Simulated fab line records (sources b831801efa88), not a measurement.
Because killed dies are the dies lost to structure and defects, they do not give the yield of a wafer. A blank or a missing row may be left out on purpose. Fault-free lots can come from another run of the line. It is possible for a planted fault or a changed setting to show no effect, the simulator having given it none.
Which tool is to blame? | flow gf180mcu | 13 lots, 38 wafers sampled, at 4 steps of a route of 602

WHAT THE GAUGES SHOWED, per wafer
GF_MVPSD_TW_MEAS_11.
lot  | measured     | on            | MVPSD_TW
L762 | day 5 12:26  | film metro-04 | 556 554 554
L763 | day 5 19:31  | film metro-01 | 550 552 553
L764 | day 6 00:23  | film metro-01 | 551 550 550
L765 | day 6 07:06  | film metro-03 | 553 553 555
L766 | day 6 12:44  | film metro-04 | 560 559 559
L768 | day 6 23:05  | film metro-04 | 559 560 561
L769 | day 7 08:41  | film metro-03 | 546 545 548
L770 | day 7 13:38  | film metro-01 | 553 550 551
L772 | day 8 01:31  | film metro-03 | 551 550 554
L779 | day 9 18:28  | film metro-01 | 570 571
L780 | day 10 01:38 | film metro-04 | 566 568 570
L782 | day 10 13:38 | film metro-04 | 547 547 549
L783 | day 10 18:58 | film metro-03 | 551 551 549

GF_VT_IMPLANT_RS_MEAS_49: uses a four-point probe to measure.
lot  | measured     | on            | MVPSD_RS (ohm/sq)
L762 | day 8 03:20  | film metro-03 | 1166 1167 1166
L763 | day 8 11:35  | film metro-04 | 1168 1169 1167
L764 | day 8 16:31  | film metro-03 | 1166 1167 1167
L765 | day 9 00:02  | film metro-01 | 1168 1166 1168
L766 | day 9 07:04  | film metro-01 | 1162 1161 1162
L768 | day 9 17:53  | film metro-01 | 1167 1165 1167
L769 | day 10 04:55 | film metro-01 | 1168 1170 1169
L770 | day 10 10:11 | film metro-03 | 1167 1171 1170
L772 | day 10 23:33 | film metro-04 | 1170 1171 1170
L779 | day 12 21:49 | film metro-03 | 1099 1100
L780 | day 13 05:38 | film metro-01 | 1104 1103 1100
L782 | day 13 18:58 | film metro-04 | 1173 1174 1176
L783 | day 13 23:32 | film metro-04 | 1171 1170 1172

GF_V4_THK_MEAS_03.
lot  | measured     | on            | V4_CVD_02_THK (nm)
L762 | day 24 06:13 | film metro-01 | 836 861 869
L763 | day 24 13:13 | film metro-03 | 843 866 851
L764 | day 24 19:03 | film metro-01 | 854 852 870
L765 | day 25 07:37 | film metro-01 | 837 847 845
L766 | day 25 14:37 | film metro-04 | 850 857 867
L768 | day 26 07:31 | film metro-01 | 847 850 861
L769 | day 26 18:25 | film metro-04 | 843 850 865
L770 | day 27 00:07 | film metro-03 | 843 860 874
L772 | day 27 13:10 | film metro-01 | 844 845 848
L779 | day 29 14:49 | film metro-03 | 840 854
L780 | day 29 21:54 | film metro-01 | 846 842 850
L782 | day 30 11:50 | film metro-01 | 851 873 865
L783 | day 30 11:40 | film metro-01 | 836 841 855

WHAT TOOL EACH LOT RAN ON (gives the tool, then ch and the chambers of the sampled wafers, and finally the start)
lot  | GF_MVPSD_IMPLANT_08
L762 | implanter-04 ch 0, day 5 12:03
L763 | implanter-04 ch 0, day 5 19:07
L764 | implanter-03 ch 0, day 5 23:59
L765 | implanter-03 ch 0, day 6 06:44
L766 | implanter-04 ch 0, day 6 12:22
L768 | implanter-04 ch 0, day 6 22:41
L769 | implanter-03 ch 0, day 7 08:18
L770 | implanter-04 ch 0, day 7 13:16
L772 | implanter-04 ch 0, day 8 01:07
L779 | implanter-04 ch 0, day 9 18:07
L780 | implanter-04 ch 0, day 10 01:14
L782 | implanter-01 ch 0, day 10 13:15
L783 | implanter-03 ch 0, day 10 18:34
- GF_MVPSD_IMPLANT_08

WHAT THE TOOLS THEMSELVES READ (means of the sampled wafers that have a number; where no wafer has one, the mark that the record gives instead)
GF_MVPSD_IMPLANT_08.
lot  | tool         | beam on s (s) | faraday current uA
L762 | implanter-04 | 9.95          | 84.9
L763 | implanter-04 | 10.21         | 82.9
L764 | implanter-03 | 9.94          | 84.9
L765 | implanter-03 | 10.12         | 83.9
L766 | implanter-04 | 10.08         | 83.9
L768 | implanter-04 | 10.02         | 84.3
L769 | implanter-03 | 9.88          | 85.5
L770 | implanter-04 | 10.10         | 83.5
L772 | implanter-04 | 10.08         | 83.8
L779 | implanter-04 | 11.28         | 74.8
L780 | implanter-04 | 11.26         | 75.3
L782 | implanter-01 | 10.04         | 84.1
L783 | implanter-03 | 10.15         | 83.4

THE ANSWER, worked out from the rows above alone
Rule: the lots themselves supply what counts as usual. The widest of any qualifying gaps counts: lots, ordered by their means at a reading, are off when they make up no more than a third of the lots, leave a main group of 4 or more, and stand apart from it by 3 or more times the standard deviation of that group's means. A main group whose means are all the same, to the digits that the tables above print for the reading, isn't used. A lot without any number at a reading at which 4 lots or more have one is off too. All remaining lots with rows at the step are treated as sound. Order of review: gauges by route order, followed by the tools' own readings, for which a lot's mean as printed above is used. At the first step where some lot is off, the reading lying furthest off is the one used; lots without a number count as furthest.
Off: L779, L780, at GF_VT_IMPLANT_RS_MEAS_49 (MVPSD_RS). Main group: mean 1168 ohm/sq, sd 3.1.
If a tool, at a process step before that reading, ran all the lots that are off and no sound lot after the first of them, it fits. Not tried: the gauges at GF_VT_IMPLANT_RS_MEAS_49; whatever is off there is also off at GF_MVPSD_IMPLANT_08, on other tools, and gauge error can't account for it. One fits: GF_MVPSD_IMPLANT_08 on implanter-04. Its last sound lot is L772 (day 8 01:07), its first lot that is off L779 (day 9 18:07): a fault that began between those two fits.
The tool's own readings at GF_MVPSD_IMPLANT_08 bear it out: on the lots that are off they differ by more than 5 times the standard deviation of the sound lots' means. beam on s reads 11.27 s there against 10.05 s on the sound lots; faraday current uA reads 75.0 there against 84.1 on the sound lots.

WHAT THE SIMULATOR PUT IN
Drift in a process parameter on implanter-04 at GF_MVPSD_IMPLANT_08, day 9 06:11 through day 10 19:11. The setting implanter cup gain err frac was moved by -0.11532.
Lots struck among those shown: L779, L780. Same finding as the rule above.
